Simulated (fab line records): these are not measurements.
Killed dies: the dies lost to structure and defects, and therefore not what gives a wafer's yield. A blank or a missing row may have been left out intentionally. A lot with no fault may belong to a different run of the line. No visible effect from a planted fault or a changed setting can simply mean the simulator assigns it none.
Comparing a struck lot with a sound one -- flow gf180mcu -- 15 steps out of a route of 602
Sound: the wafers L550.1, L550.4, L550.5. Struck: wafer L554.2 (left out: L554.1, L554.5 of the same lot, which were not struck); the cause appears at the end.
For every step that has rows: the tool of each side, followed by ch and its chambers, followed by its first start. Under that, the readings that differ: sound wafers -- struck wafers -- difference of the means -- sigmas: that difference in standard deviations of wafers without a fault.
alike: readings whose means differ by less than 2 such deviations, and words and numbers that are the same on both sides. not compared: withheld readings, readings that some wafer has no value for, bounds like >300 that may hide the same value, and numbers for which the record gives no deviation and whose values overlap.
Wherever a step has rows on one side only, a row that says differs or no value, or a row with sigmas, the two part there. Non-overlapping numbers with no deviation appear without sigmas and do not part them. Lack of a reading on every wafer of one side parts them only where that side has two or more wafers.

GF_M4_SPUTTER_04: material TiN, target thk 50 nm, time 41.7 s.
  struck on pvd_sputter-02, day 24 22:49; sound on pvd_sputter-04, day 23 08:12
reading,sound,struck,difference,sigmas
throttle_valve_pct (%),30.3 29.4 28.4,32.3,+2.9,+3
GF_M4_RS_MEAS_05: a four-point-probe measurement.
  struck on film_metro-03, day 24 22:51; sound on film_metro-04, day 23 08:14
  alike: M4_ALCU_RS
GF_M4_THK_MEAS_06: measures by xrf.
  struck on film_metro-03, day 24 22:58; sound on film_metro-04, day 23 08:22
  alike: M4_ALCU_THK
then, 7 steps without rows for these wafers: GF_M4_DEHYDRATE_07 (time 60 s); GF_M4_HMDS_08 (prime time 60 s); GF_M4_COAT_09 (resist thk 1000 nm); GF_M4_SOFTBAKE_10 (time 60 s); GF_M4_EXPOSE_11 (exposes mask Metal4, target cd 280 nm); GF_M4_PEB_12 (peb time 90 s); GF_M4_DEVELOP_13 (develop time 60 s).
GF_M4_CD_MEAS_14: target cd 280 nm.
  struck on cd_sem-02, day 25 20:13; sound on cd_sem-01, day 24 06:17
  alike: cd_nm
GF_M4_OVL_MEAS_15:
  struck on overlay-02, day 25 20:20; sound on overlay-01, day 24 06:25
  alike: M4_OVL
GF_M4_METAL_ETCH_16: etches the open film in Cl2/BCl3, stops on SiO2, target depth 750.8 nm, time 125.1 s.
  sound on rie_metal-01 ch 0,1, day 24 06:27; struck on rie_metal-04 ch 0, day 25 20:22
reading,sound,struck,difference,sigmas
oes_product_au (a.u.),0.973 0.992 0.990,0.797,-0.188,-33
throttle_valve_pct (%),28.228 28.227 28.232,28.455,+0.226,+21
model.KrF_of_M4_COAT_09.thk_nm (nm),692 684.8 683.4,786,+99,
  alike: bias_w, drypump_motor_current_A
  not compared: rf_hours_counter_h
GF_M4_STRIP_17: strips in O2/N2.
  sound on plasma_asher-04 ch 0,1, day 24 06:35; struck on plasma_asher-04 ch 0, day 25 20:30
reading,sound,struck,difference,sigmas
oes_product_au (a.u.),0.540 0.530 0.538,0.578,+0.042,+8
strip_time_to_endpoint_s (s),7.46 7.38 7.38,8.36,+0.95,+21
  alike: drypump_motor_current_A, heater_power_w, o2_flow_sccm
  not compared: rf_hours_counter_h
then, 1 step without rows for these wafers: GF_M4_STRIP_18 (strips in post etch residue remover, time 1200 s).

== WHERE THEY PART ==
First at GF_M4_SPUTTER_04; last, within this record, at GF_M4_STRIP_17.

WHY: what had been put in by the simulator
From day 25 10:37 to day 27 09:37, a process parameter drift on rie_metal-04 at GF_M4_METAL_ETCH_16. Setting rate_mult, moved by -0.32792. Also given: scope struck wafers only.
